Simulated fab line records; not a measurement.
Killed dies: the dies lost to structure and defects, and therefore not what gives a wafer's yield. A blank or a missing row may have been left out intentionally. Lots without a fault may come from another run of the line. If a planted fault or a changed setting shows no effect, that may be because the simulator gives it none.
Which tool is to blame?    flow sky130    36 wafers from 12 lots sampled at 2 of the route's 708 steps

WHAT THE GAUGES SHOWED, per wafer
SKY_VIA3_BOW_MEAS_03.
lot   measured      on             VIA3_BOW (um)
L075  day 39 03:20  film metro-03  85 81 77
L077  day 39 22:37  film metro-03  85 88 96
L079  day 40 08:39  film metro-04  86 83 77
L081  day 41 02:37  film metro-04  81 83 88
L083  day 41 08:24  film metro-04  73 86 81
L085  day 42 03:43  film metro-01  83 82 83
L087  day 42 20:30  film metro-03  58 85 69
L089  day 43 06:39  film metro-01  88 85 79
L091  day 43 20:07  film metro-04  73 81 81
L093  day 44 09:34  film metro-04  77 78 77
L095  day 44 17:01  film metro-04  90 82 82
L097  day 45 07:30  film metro-01  80 81 73

EACH LOT AND THE TOOL THAT RAN IT (in order: tool; ch and the chambers of the sampled wafers; start)
lot   SKY_VIA3_CMP_02
L075  cmp-02 ch 0,2, day 39 03:02
L077  cmp-02 ch 1,2,3, day 39 22:22
L079  cmp-01 ch 0,1,3, day 40 08:21
L081  cmp-01 ch 1,2, day 41 02:19
L083  cmp-02 ch 0,1,2, day 41 08:06
L085  cmp-01 ch 0,3, day 42 03:27
L087  cmp-02 ch 2,3, day 42 20:12
L089  cmp-01 ch 0,1,2, day 43 06:26
L091  cmp-01 ch 1,2,3, day 43 19:49
L093  cmp-01 ch 0,1, day 44 09:13
L095  cmp-01 ch 1,2,3, day 44 16:41
L097  cmp-02 ch 1,2,3, day 45 07:11
- SKY_VIA3_CMP_02: polishes SiO2.

THE ANSWER, worked out from the rows above alone
Rule: what is usual is taken from the lots themselves. Put in order of their means at a reading, lots are off if they are a third of the lots or fewer, leave a main group of 4 or more, and stand apart from it by a gap of 3 or more times the standard deviation of the main group's means; of several such gaps the widest counts. Not used: any main group whose means are identical at the precision the tables above print for the reading. Also off: a lot with no number at a reading for which 4 or more lots have one. Where the step has rows for the other lots, those lots are counted as sound.
No lot is off at any reading shown: from this, nothing can be told.

WHAT THE SIMULATOR HAD INSERTED
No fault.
